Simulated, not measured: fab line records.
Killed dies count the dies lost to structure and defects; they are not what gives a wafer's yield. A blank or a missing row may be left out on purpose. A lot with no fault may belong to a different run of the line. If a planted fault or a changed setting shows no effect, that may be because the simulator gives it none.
fab line records | flow gf180mcu
record lots=13 | wafers=39 | last_day=34
route steps=602 shown VT_IMPLANT@110 POLY_GATE@168 HV_LDD@230 SAB@277
lots that met no fault: taken from a fault-free run of the same line
start_h: hours from the record's opening day to when the first of the lot's shown wafers began | wait_h: hours since the lot's step before | " identical to the entry in the row above | L1.1+2: one row covering several wafers at once | - no value, or no start was given | * or withheld: withheld | < > ~ a bound
route shown NAME@n: names a module that has steps shown in the file, with the first one's number in the route | usual: average and standard deviation across the fault-free wafers | same: alike in all rows | chamber/n: place in a boat | sites: per-site readings | _std_site: standard deviation of those values | _edge_site: outer sites' mean less inner sites' | radius_mm: how far each site lies from the wafer's centre | mask NAME#n: copy n | behind: the last tool/chamber to shape the wafer | hold: cause of the lot's hold/its duration in hours/its outcome | device: the n, p or np transistor that did not switch | end of line: tests run on the same wafers once the route is complete | for a step that has no rows: nothing shown but its recipe | killed: the dies lost at the first sort to structure and to defects; this is not the yield of the wafer | map: per-die view of a wafer (x killed, . not killed, _ where there is no die)
set.NAME: setting as actually run; set.NAME@STEP: the setting as run at that earlier step | model.NAME: the simulator's own value behind a step, which no gauge read
steps of the route over a sample of lots; a table a step, a row a wafer
services: when a tool's chamber went out of use (start_h, in hours from the record's first day, below 0 if earlier), for how many hours, and the reason
## steps
# step GF_VT_IMPLANT_STRIP_20
# recipe chemistry=O2/N2 | power_w=1400 | pressure_mtorr=1500 | platen_temp_c=250 | o2_flow_sccm=3000 | n2_flow_sccm=300 | overash_fraction=0.5
# usual drypump_motor_current_A=6.0/0.53 | heater_power_w=350/34 | oes_product_au=0.716/0.0046 | strip_time_to_endpoint_s=12.63/0.031
# same overash_fraction=0.5
lot.wafer | tool            | chamber | start_h | wait_h | drypump_motor_current_A | heater_power_w | oes_product_au | rf_hours_counter_h | strip_time_to_endpoint_s
L476.1    | plasma_asher-03 | 1       | 135.12  | 0.1    | 6.3                     | 326            | 0.715          | 31                 | 12.65
L476.2    | "               | 0       | "       | "      | 6.4                     | 395            | 0.715          | 31                 | 12.65
L476.5    | "               | 0       | "       | "      | 6.4                     | 392            | 0.718          | -                  | 12.63
L477.2    | plasma_asher-03 | 1       | 139.02  | 0.1    | 6.4                     | 324            | 0.711          | 32                 | 12.61
L477.5    | "               | 0       | "       | "      | 6.4                     | 392            | 0.723          | -                  | 12.65
L477.6    | "               | 1       | "       | "      | 6.3                     | 327            | 0.718          | -                  | 12.60
L479.1    | plasma_asher-04 | 0       | 153.86  | 0.1    | 5.4                     | 287            | 0.714          | 3                  | 12.66
L479.5    | "               | 0       | "       | "      | 5.4                     | 289            | 0.712          | -                  | 12.69
L479.6    | "               | 1       | "       | "      | 4.8                     | 328            | 0.718          | -                  | 12.68
L480.3    | plasma_asher-03 | 0       | 159.79  | 0.1    | 6.4                     | 377            | 0.724          | -                  | 12.62
L480.4    | "               | 1       | "       | "      | 6.4                     | 319            | 0.724          | -                  | 12.60
L480.6    | "               | 0       | "       | "      | 6.4                     | 391            | 0.712          | -                  | 12.64
L481.1    | plasma_asher-03 | 1       | 163.82  | 0.1    | 6.3                     | 331            | 0.720          | 34                 | 12.63
L481.2    | "               | 0       | "       | "      | 6.4                     | 389            | 0.713          | 34                 | 12.63
L481.5    | "               | 0       | "       | "      | 6.4                     | 381            | 0.716          | -                  | 12.61
L482.1    | plasma_asher-04 | 1       | 178.42  | 0.1    | 4.9                     | 334            | 0.714          | 5                  | 12.63
L482.2    | "               | 0       | "       | "      | 5.4                     | 286            | 0.706          | 5                  | 12.64
L482.3    | "               | 1       | "       | "      | 4.9                     | 331            | 0.720          | -                  | 12.67
L484.4    | plasma_asher-01 | 0       | 186.75  | 0.1    | 5.5                     | 374            | 0.716          | -                  | 12.68
L484.5    | "               | 0       | "       | "      | 5.5                     | 382            | 0.711          | -                  | 12.66
L484.6    | "               | 1       | "       | "      | 6.0                     | 362            | 0.716          | -                  | 12.71
L486.3    | plasma_asher-01 | 1       | 196.30  | 0.1    | 6.0                     | 371            | 0.718          | -                  | 12.64
L486.4    | "               | 0       | "       | "      | 5.5                     | 371            | 0.721          | -                  | 12.63
L486.5    | "               | 1       | "       | "      | 6.0                     | 374            | 0.718          | -                  | 12.61
L487.1    | plasma_asher-03 | 0       | 207.92  | 0.1    | 6.4                     | 373            | 0.716          | 38                 | 12.65
L487.4    | "               | 0       | "       | "      | 6.4                     | 378            | 0.712          | -                  | 12.67
L487.5    | "               | 1       | "       | "      | 6.4                     | 330            | 0.716          | -                  | 12.65
L488.1    | plasma_asher-03 | 0       | 212.46  | 0.1    | 6.4                     | 386            | 0.709          | 39                 | 12.62
L488.2    | "               | 1       | "       | "      | 6.3                     | 326            | 0.716          | 39                 | 12.59
L488.3    | "               | 1       | "       | "      | 6.4                     | 326            | 0.719          | -                  | 12.60
L496.2    | plasma_asher-03 | 0       | 262.47  | 0.1    | 6.4                     | 387            | 0.726          | 44                 | 12.65
L496.3    | "               | 0       | "       | "      | 6.4                     | 387            | 0.715          | -                  | 12.58
L496.5    | "               | 0       | "       | "      | 6.4                     | 394            | 0.713          | -                  | 12.65
L497.2    | plasma_asher-04 | 0       | 269.32  | 0.1    | 5.4                     | 282            | 0.711          | 15                 | 12.68
L497.3    | "               | 0       | "       | "      | 5.4                     | 295            | 0.712          | -                  | 12.66
L497.6    | "               | 1       | "       | "      | 4.9                     | 333            | 0.714          | -                  | 12.62
L498.2    | plasma_asher-03 | 1       | 274.57  | 0.1    | 6.3                     | 330            | 0.717          | 45                 | 12.63
L498.3    | "               | 0       | "       | "      | 6.4                     | 382            | 0.712          | -                  | 12.64
L498.6    | "               | 1       | "       | "      | 6.4                     | 324            | 0.720          | -                  | 12.65
# step GF_POLY_GATE_OVL_MEAS_11
# usual POLY_GATE_OVL=-1/5.4
lot.wafer | tool       | chamber | start_h | wait_h | POLY_GATE_OVL[nm]
L476.1    | overlay-02 | -       | 209.75  | 0.1    | -1
L476.2    | "          | -       | "       | "      | 0
L476.5    | "          | -       | "       | "      | 2
L477.2    | overlay-02 | -       | 212.40  | 0.1    | 2
L477.5    | "          | -       | "       | "      | 0
L477.6    | "          | -       | "       | "      | 3
L479.1    | overlay-02 | -       | 227.95  | 0.1    | -8
L479.5    | "          | -       | "       | "      | 2
L479.6    | "          | -       | "       | "      | 3
L480.3    | overlay-01 | -       | 239.01  | 0.1    | 1
L480.4    | "          | -       | "       | "      | 0
L480.6    | "          | -       | "       | "      | 0
L481.1    | overlay-01 | -       | 239.24  | 0.1    | 5
L481.2    | "          | -       | "       | "      | 2
L481.5    | "          | -       | "       | "      | 7
L482.1    | overlay-01 | -       | 257.84  | 0.1    | 4
L482.2    | "          | -       | "       | "      | 5
L482.3    | "          | -       | "       | "      | 4
L484.4    | overlay-02 | -       | 265.31  | 0.1    | -4
L484.5    | "          | -       | "       | "      | -3
L484.6    | "          | -       | "       | "      | -3
L486.3    | overlay-01 | -       | 275.11  | 0.1    | -6
L486.4    | "          | -       | "       | "      | -7
L486.5    | "          | -       | "       | "      | -4
L487.1    | overlay-01 | -       | 288.74  | 0.1    | -4
L487.4    | "          | -       | "       | "      | -6
L487.5    | "          | -       | "       | "      | -9
L488.1    | overlay-02 | -       | 296.35  | 0.1    | 0
L488.2    | "          | -       | "       | "      | 6
L488.3    | "          | -       | "       | "      | 11
L496.2    | overlay-02 | -       | 350.61  | 0.1    | -1
L496.3    | "          | -       | "       | "      | 3
L496.5    | "          | -       | "       | "      | 1
L497.2    | overlay-02 | -       | 358.09  | 0.1    | -3
L497.3    | "          | -       | "       | "      | -11
L497.6    | "          | -       | "       | "      | 3
L498.2    | overlay-01 | -       | 363.25  | 0.1    | -11
L498.3    | "          | -       | "       | "      | -19
L498.6    | "          | -       | "       | "      | -10
# step GF_HV_LDD_CVD_54
# recipe material=SiO2 | target_thk_nm=10 | precursor=TEOS | temp_c=680 | time_s=75 | pressure_mtorr=400
# usual spike_tc_centre_C=679.9/1.3
lot.wafer | tool     | chamber | start_h | wait_h | spike_tc_centre_C
L476.1    | lpcvd-02 | 0       | 289.43  | 0.1    | 680.5
L476.2    | "        | 0       | "       | "      | 681.0
L476.5    | "        | 0       | "       | "      | 681.1
L477.2    | lpcvd-02 | 0       | 291.94  | 0.3    | 682.8
L477.5    | "        | 0       | "       | "      | 679.9
L477.6    | "        | 0       | "       | "      | 680.3
L479.1    | lpcvd-01 | 0       | 308.12  | 0.1    | 680.1
L479.5    | "        | 0       | "       | "      | 679.6
L479.6    | "        | 0       | "       | "      | 680.1
L480.3    | lpcvd-02 | 1       | 321.12  | 0.1    | 681.8
L480.4    | "        | 1       | "       | "      | 678.2
L480.6    | "        | 1       | "       | "      | 678.1
L481.1    | lpcvd-02 | 1       | 324.13  | 1.3    | 678.7
L481.2    | "        | 1       | "       | "      | 679.8
L481.5    | "        | 1       | "       | "      | 681.4
L482.1    | lpcvd-01 | 1       | 344.08  | 0.1    | 678.0
L482.2    | "        | 1       | "       | "      | 679.8
L482.3    | "        | 1       | "       | "      | 679.9
L484.4    | lpcvd-02 | 0       | 351.54  | 0.0    | 681.3
L484.5    | "        | 0       | "       | "      | 682.1
L484.6    | "        | 0       | "       | "      | 679.7
L486.3    | lpcvd-02 | 1       | 363.56  | 0.8    | 679.8
L486.4    | "        | 1       | "       | "      | 677.5
L486.5    | "        | 1       | "       | "      | 681.1
L487.1    | lpcvd-02 | 1       | 378.53  | 0.1    | 680.1
L487.4    | "        | 1       | "       | "      | 680.1
L487.5    | "        | 1       | "       | "      | 679.3
L488.1    | lpcvd-02 | 1       | 385.82  | 0.1    | 679.0
L488.2    | "        | 1       | "       | "      | 678.0
L488.3    | "        | 1       | "       | "      | 679.9
L496.2    | lpcvd-02 | 1       | 453.93  | 0.1    | 679.5
L496.3    | "        | 1       | "       | "      | 677.5
L496.5    | "        | 1       | "       | "      | 676.2
L497.2    | lpcvd-02 | 0       | 457.37  | 0.1    | 679.7
L497.3    | "        | 0       | "       | "      | 681.1
L497.6    | "        | 0       | "       | "      | 680.7
L498.2    | lpcvd-02 | 1       | 463.73  | 0.1    | 678.1
L498.3    | "        | 1       | "       | "      | 678.2
L498.6    | "        | 1       | "       | "      | 678.9
# step GF_HV_LDD_THK_MEAS_55
# recipe reads=SiO2_of_HV_LDD_CVD_54
# usual HV_LDD_CVD_54_THK=10.03/0.14
lot.wafer | tool          | chamber | start_h | wait_h | HV_LDD_CVD_54_THK[nm]
L476.1    | film_metro-01 | -       | 290.46  | 0.0    | 10.12
L476.2    | "             | -       | "       | "      | 10.08
L476.5    | "             | -       | "       | "      | 10.14
L477.2    | film_metro-04 | -       | 292.97  | 0.0    | 10.09
L477.5    | "             | -       | "       | "      | 10.06
L477.6    | "             | -       | "       | "      | 10.15
L479.1    | film_metro-04 | -       | 309.14  | 0.0    | 9.92
L479.5    | "             | -       | "       | "      | 10.08
L479.6    | "             | -       | "       | "      | 9.99
L480.3    | film_metro-01 | -       | 322.16  | 0.0    | 10.20
L480.4    | "             | -       | "       | "      | 10.24
L480.6    | "             | -       | "       | "      | 10.13
L481.1    | film_metro-04 | -       | 325.15  | 0.0    | 10.09
L481.2    | "             | -       | "       | "      | 10.12
L481.5    | "             | -       | "       | "      | 10.05
L482.1    | film_metro-03 | -       | 345.12  | 0.0    | 9.95
L482.2    | "             | -       | "       | "      | 9.84
L482.3    | "             | -       | "       | "      | 9.88
L484.4    | film_metro-01 | -       | 352.59  | 0.0    | 10.27
L484.5    | "             | -       | "       | "      | 10.10
L484.6    | "             | -       | "       | "      | 10.22
L486.3    | film_metro-04 | -       | 365.11  | 0.0    | 3.50
L486.4    | "             | -       | "       | "      | 3.50
L486.5    | "             | -       | "       | "      | 3.48
L487.1    | film_metro-03 | -       | 379.55  | 0.0    | 3.48
L487.4    | "             | -       | "       | "      | 3.49
L487.5    | "             | -       | "       | "      | 3.40
L488.1    | film_metro-03 | -       | 386.84  | 0.0    | 3.48
L488.2    | "             | -       | "       | "      | 3.49
L488.3    | "             | -       | "       | "      | 3.50
L496.2    | film_metro-04 | -       | 454.96  | 0.0    | 9.99
L496.3    | "             | -       | "       | "      | 9.95
L496.5    | "             | -       | "       | "      | 10.04
L497.2    | film_metro-03 | -       | 458.40  | 0.0    | 9.82
L497.3    | "             | -       | "       | "      | 9.88
L497.6    | "             | -       | "       | "      | 9.87
L498.2    | film_metro-03 | -       | 464.77  | 0.0    | 10.01
L498.3    | "             | -       | "       | "      | 10.07
L498.6    | "             | -       | "       | "      | 10.00
# step GF_SAB_STRIP_13
# recipe chemistry=O2/N2 | power_w=1400 | pressure_mtorr=1500 | platen_temp_c=250 | o2_flow_sccm=3000 | n2_flow_sccm=300 | overash_fraction=0.5
# usual drypump_motor_current_A=5.9/0.4 | heater_power_w=343/41 | oes_product_au=0.710/0.0043 | strip_time_to_endpoint_s=12.62/0.033
# same overash_fraction=0.5
lot.wafer | tool            | chamber | start_h | wait_h | drypump_motor_current_A | heater_power_w | oes_product_au | rf_hours_counter_h | strip_time_to_endpoint_s
L476.1    | plasma_asher-01 | 0       | 356.18  | 0.0    | 5.5                     | 384            | 0.708          | 72                 | 12.61
L476.2    | "               | 1       | "       | "      | 6.0                     | 367            | 0.710          | 72                 | 12.63
L476.5    | "               | 1       | "       | "      | 6.0                     | 372            | 0.705          | -                  | 12.65
L477.2    | plasma_asher-03 | 0       | 360.45  | 0.0    | 6.4                     | 397            | 0.712          | 54                 | 12.64
L477.5    | "               | 0       | "       | "      | 6.4                     | 391            | 0.710          | -                  | 12.65
L477.6    | "               | 1       | "       | "      | 6.4                     | 321            | 0.718          | -                  | 12.58
L479.1    | plasma_asher-01 | 0       | 377.80  | 0.0    | 5.5                     | 388            | 0.717          | 75                 | 12.61
L479.5    | "               | 1       | "       | "      | 6.0                     | 364            | 0.709          | -                  | 12.59
L479.6    | "               | 0       | "       | "      | 5.5                     | 385            | 0.705          | -                  | 12.60
L480.3    | plasma_asher-03 | 1       | 392.57  | 0.0    | 6.3                     | 326            | 0.708          | -                  | 12.66
L480.4    | "               | 0       | "       | "      | 6.4                     | 396            | 0.712          | -                  | 12.64
L480.6    | "               | 0       | "       | "      | 6.4                     | 387            | 0.712          | -                  | 12.60
L481.1    | plasma_asher-03 | 0       | 396.59  | 0.0    | 6.4                     | 395            | 0.711          | 58                 | 12.62
L481.2    | "               | 1       | "       | "      | 6.4                     | 333            | 0.708          | 58                 | 12.65
L481.5    | "               | 1       | "       | "      | 6.4                     | 329            | 0.706          | -                  | 12.62
L482.1    | plasma_asher-02 | 1       | 417.67  | 0.0    | 5.5                     | 308            | 0.710          | 78                 | 12.56
L482.2    | "               | 0       | "       | "      | 5.5                     | 285            | 0.717          | 78                 | 12.62
L482.3    | "               | 1       | "       | "      | 5.5                     | 305            | 0.703          | -                  | 12.57
L484.4    | plasma_asher-02 | 0       | 425.52  | 0.0    | 5.5                     | 278            | 0.698          | -                  | 12.61
L484.5    | "               | 1       | "       | "      | 5.5                     | 298            | 0.707          | -                  | 12.64
L484.6    | "               | 0       | "       | "      | 5.5                     | 279            | 0.715          | -                  | 12.64
L486.3    | plasma_asher-02 | 0       | 440.17  | 0.0    | 5.5                     | 281            | 0.696          | -                  | 12.64
L486.4    | "               | 1       | "       | "      | 5.5                     | 314            | 0.705          | -                  | 12.66
L486.5    | "               | 1       | "       | "      | 5.5                     | 296            | 0.715          | -                  | 12.63
L487.1    | plasma_asher-03 | 1       | 455.35  | 0.0    | 6.4                     | 322            | 0.707          | 66                 | 12.68
L487.4    | "               | 0       | "       | "      | 6.4                     | 392            | 0.719          | -                  | 12.64
L487.5    | "               | 0       | "       | "      | 6.4                     | 388            | 0.706          | -                  | 12.66
L488.1    | plasma_asher-02 | 1       | 463.11  | 0.0    | 5.5                     | 305            | 0.712          | 84                 | 12.56
L488.2    | "               | 0       | "       | "      | 5.5                     | 280            | 0.712          | 84                 | 12.59
L488.3    | "               | 0       | "       | "      | 5.5                     | 285            | 0.710          | -                  | 12.55
L496.2    | plasma_asher-02 | 0       | 531.97  | 0.0    | 5.5                     | 281            | 0.705          | 91                 | 12.63
L496.3    | "               | 0       | "       | "      | 5.5                     | 286            | 0.704          | -                  | 12.62
L496.5    | "               | 1       | "       | "      | 5.5                     | 313            | 0.707          | -                  | 12.63
L497.2    | plasma_asher-01 | 1       | 533.52  | 0.0    | 5.9                     | 388            | 0.709          | 10                 | 12.64
L497.3    | "               | 0       | "       | "      | 5.5                     | 368            | 0.706          | -                  | 12.71
L497.6    | "               | 1       | "       | "      | 6.0                     | 388            | 0.712          | -                  | 12.66
L498.2    | plasma_asher-03 | 0       | 539.52  | 0.0    | 6.4                     | 380            | 0.717          | 75                 | 12.61
L498.3    | "               | 0       | "       | "      | 6.4                     | 392            | 0.704          | -                  | 12.65
L498.6    | "               | 1       | "       | "      | 6.3                     | 334            | 0.716          | -                  | 12.62
## services
tool            | chamber | start_h | hours | kind
lpcvd-01        | -       | 120.69  | 1.7   | repair
plasma_asher-04 | -       | 121.50  | 9.0   | pm
plasma_asher-01 | -       | 144.32  | 3.7   | repair
lpcvd-01        | -       | 178.56  | 14.6  | pm
plasma_asher-01 | -       | 181.84  | 1.1   | repair
plasma_asher-02 | -       | 220.19  | 0.6   | repair
plasma_asher-01 | -       | 221.29  | 0.4   | repair
lpcvd-02        | -       | 239.25  | 0.6   | repair
lpcvd-01        | -       | 289.71  | 0.8   | pm
plasma_asher-04 | -       | 313.01  | 8.4   | repair
plasma_asher-01 | -       | 325.38  | 14.6  | pm
plasma_asher-01 | -       | 384.84  | 4.9   | repair
plasma_asher-04 | -       | 406.26  | 3.7   | repair
plasma_asher-01 | -       | 421.34  | 9.0   | pm
plasma_asher-01 | 0       | 421.34  | 9.0   | vent_cycle
plasma_asher-01 | 1       | 421.34  | 9.0   | vent_cycle
lpcvd-02        | -       | 432.86  | 6.0   | pm
plasma_asher-01 | -       | 432.90  | 13.0  | repair
plasma_asher-04 | -       | 433.20  | 14.6  | pm
plasma_asher-02 | -       | 442.64  | 1.3   | repair
plasma_asher-01 | -       | 449.37  | 3.7   | repair
plasma_asher-01 | -       | 451.61  | 1.5   | repair
plasma_asher-02 | -       | 471.55  | 0.9   | repair
lpcvd-01        | -       | 504.63  | 6.1   | pm
## key
first_sign step=GF_HV_LDD_THK_MEAS_55 | reading=HV_LDD_CVD_54_THK | direction=down | sigmas=47 | usual=10.03 | struck=3.48
effect none on later readings
met_at GF_HV_LDD_CVD_54
struck_lots L486,L487,L488
tester_left_out L486,L487,L488
not_acting_at GF_VT_IMPLANT_STRIP_20,GF_POLY_GATE_OVL_MEAS_11,GF_SAB_STRIP_13
onset_between 351.54 363.56
fault kind=process_parameter_drift | tool=lpcvd-02 | chamber=- | onset_h=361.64 | steps=GF_HV_LDD_CVD_54 | channel=target_thk_nm | offset=-6.7704 | shape=step | end_h=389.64 | acts_in=these_recipes_only | stated=10
# tester_left_out: of these lots the tester's yield and bins aren't shown, on N5 and GAA mostly nor the transistor test; their killed dies are dies lost to structure and defects alone, not to doping, threshold or leakage, so they don't give the yield
